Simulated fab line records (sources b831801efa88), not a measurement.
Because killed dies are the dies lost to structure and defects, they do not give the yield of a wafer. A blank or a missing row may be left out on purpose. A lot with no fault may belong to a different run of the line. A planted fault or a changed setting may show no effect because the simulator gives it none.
A lot that was struck, set against a sound lot ; flow sky130 ; 43 out of 708 route steps
Sound: these wafers, L406.1, L406.3, L406.6. The struck wafers were L417.1, L417.5, L417.6. At the end, the cause is stated.
For every step that has rows: the tool of each side, followed by ch and its chambers, followed by its first start. Under that, the readings that differ: sound wafers ; struck wafers ; difference of the means ; sigmas: that difference in standard deviations of wafers without a fault.
alike: same words and numbers on both sides, and readings whose means sit less than 2 such deviations apart. not compared: any withheld reading, any reading some wafer has no value for, any bound like >300 that may hide the same value, and any number with overlapping values for which the record gives no deviation.
The two part at a step that has a row with sigmas, a row that says differs or no value, or rows on one side only. When numbers do not overlap yet have no deviation, they are printed without sigmas and do not part them. Lack of a reading on every wafer of one side parts them only where that side has two or more wafers.

first, 6 steps without rows for these wafers: SKY_SONOS_ONO_HMDS_07 (prime time 60 s); SKY_SONOS_ONO_COAT_08 (resist thk 1140 nm); SKY_SONOS_ONO_SOFTBAKE_09 (time 60 s); SKY_SONOS_ONO_EXPOSE_10 (exposes mask ONOM, target cd 410 nm); SKY_SONOS_ONO_PEB_11; SKY_SONOS_ONO_DEVELOP_12 (develop time 60 s).
SKY_SONOS_ONO_CD_MEAS_13 targets a cd of 410 nm.
  sound on cd sem-02, day 12 19:28; struck on cd sem-01, day 16 22:05
  alike: cd nm
SKY_SONOS_ONO_OVL_MEAS_14:
  sound on overlay-02, day 12 19:35; struck on overlay-01, day 16 22:12
  alike: SONOS_ONO_OVL
SKY_SONOS_ONO_ETCH_15: etches the open film in CHF3/O2, target depth 19.52 nm, time 7.8 s.
  sound on rie diel-04 ch 1,3, day 12 19:37; struck on rie diel-03 ch 1,2, day 16 22:14
  alike: chamber pressure mTorr, chf3 flow sccm, drypump motor current A, oes product au, throttle valve pct
  not compared: rf hours counter h
then, 1 step without rows for these wafers: SKY_SONOS_ONO_WET_ETCH_16 (etches SiO2 in dHF, target depth 14 nm, time 280 s).
SKY_SONOS_ONO_STRIP_17: strips in O2/N2.
  sound on plasma asher-03 ch 0, day 12 19:44; struck on plasma asher-01 ch 0,1, day 16 22:26
  alike: chamber pressure mTorr, drypump motor current A, oes product au, strip time to endpoint s
  not compared: rf hours counter h
then, 1 step without rows for these wafers: SKY_SONOS_ONO_WET_ETCH_18 (etches Si3N4 in H3PO4, target depth 15 nm, time 172 s).
SKY_GATE_OXIDE_CLEAN_00: cleans in SC1/SC2, time 150 s.
  sound on wet bench-02 ch 0, day 12 19:53; struck on wet bench-02 ch 0, day 16 22:38
  alike: temp c
then, 1 step without rows for these wafers: SKY_GATE_OXIDE_OXIDATION_01 (stabilise 600 s, purge 300 s, target thk 10.268 nm).
SKY_GATE_OXIDE_THK_MEAS_02:
  sound on film metro-02, day 12 21:53; struck on film metro-01, day 17 03:07
  alike: GATE_OXIDE_OXIDATION_00_THK
then, 7 steps without rows for these wafers: SKY_GATE_OXIDE_DEHYDRATE_03 (time 60 s); SKY_GATE_OXIDE_HMDS_04 (prime time 60 s); SKY_GATE_OXIDE_COAT_05 (resist thk 1140 nm); SKY_GATE_OXIDE_SOFTBAKE_06 (time 60 s); SKY_GATE_OXIDE_EXPOSE_07 (exposes mask LVOM, target cd 600 nm); SKY_GATE_OXIDE_PEB_08; SKY_GATE_OXIDE_DEVELOP_09 (develop time 60 s).
SKY_GATE_OXIDE_OVL_MEAS_10:
  sound on overlay-02, day 13 23:14; struck on overlay-01, day 18 07:05
  alike: GATE_OXIDE_OVL
then, 2 steps without rows for these wafers: SKY_GATE_OXIDE_IMPLANT_11; SKY_GATE_OXIDE_WET_ETCH_12 (etches SiO2 in dHF, target depth 16.8 nm, time 336 s).
SKY_GATE_OXIDE_STRIP_13: strips in O2/N2.
  sound on plasma asher-03 ch 0,1, day 13 23:31; struck on plasma asher-04 ch 0,1, day 18 07:22
  alike: chamber pressure mTorr, drypump motor current A, oes product au, strip time to endpoint s
  not compared: rf hours counter h
SKY_GATE_OXIDE_TW_MEAS_14:
  sound on film metro-01, day 13 23:37; struck on film metro-03, day 18 07:34
  alike: GATE_OXIDE_TW
then, 3 steps without rows for these wafers: SKY_GATE_OXIDE_CLEAN_15 (cleans in SC1/SC2, time 150 s); SKY_GATE_OXIDE_OXIDATION_16 (stabilise 600 s, purge 300 s, target thk 3.57 nm); SKY_POLY_GATE_CVD_00 (deposits poly-Si, target thk 180 nm, time 720 s).
SKY_POLY_GATE_THK_MEAS_01:
  sound on film metro-01, day 14 05:45; struck on film metro-04, day 18 11:01
  alike: POLY_GATE_CVD_00_THK
then, 8 steps without rows for these wafers: SKY_RES_PROTECT_DEHYDRATE_00 (time 60 s); SKY_RES_PROTECT_HMDS_01 (prime time 60 s); SKY_RES_PROTECT_COAT_02 (resist thk 1140 nm); SKY_RES_PROTECT_SOFTBAKE_03 (time 60 s); SKY_RES_PROTECT_EXPOSE_04 (exposes mask RPM, target cd 1270 nm); SKY_RES_PROTECT_PEB_05; SKY_RES_PROTECT_DEVELOP_06 (develop time 60 s); SKY_POLY_GATE_IMPLANT_02.
SKY_RES_PROTECT_STRIP_07: strips in O2/N2.
  sound on plasma asher-03 ch 0, day 15 08:44; struck on plasma asher-04 ch 0,1, day 19 18:19
  alike: chamber pressure mTorr, drypump motor current A, oes product au, strip time to endpoint s
  not compared: rf hours counter h
SKY_RES_PROTECT_TW_MEAS_08:
  sound on film metro-01, day 15 08:50; struck on film metro-01, day 19 18:25
  alike: POLY_GATE_TW
then, 1 step without rows for these wafers: SKY_RES_PROTECT_CLEAN_09 (cleans in SC1/SC2, time 150 s).
-- a jump in the record: the struck wafers' starts before and after are 29 days apart (it breaks off in module RES_PROTECT and resumes in module PAD_OPEN, where the first step shown is number 708 of the route) --
SKY_PAD_OPEN_PROBE_99:
  sound on prober-01, day 45 19:42; struck on prober-01, day 48 17:25
reading;sound;struck;difference;sigmas
killed at front end;21 17 19;68 56 65;+44;+9
killed dies;99 84 90;118 119 137;+34;+4
  alike: killed_at_M0_to_M3, killed_at_M4_up, killed at contacts, killed at other, killed open, killed short

WHERE THEY PART
Only at SKY_PAD_OPEN_PROBE_99, as far as this record shows.

WHY: what the simulator had put in
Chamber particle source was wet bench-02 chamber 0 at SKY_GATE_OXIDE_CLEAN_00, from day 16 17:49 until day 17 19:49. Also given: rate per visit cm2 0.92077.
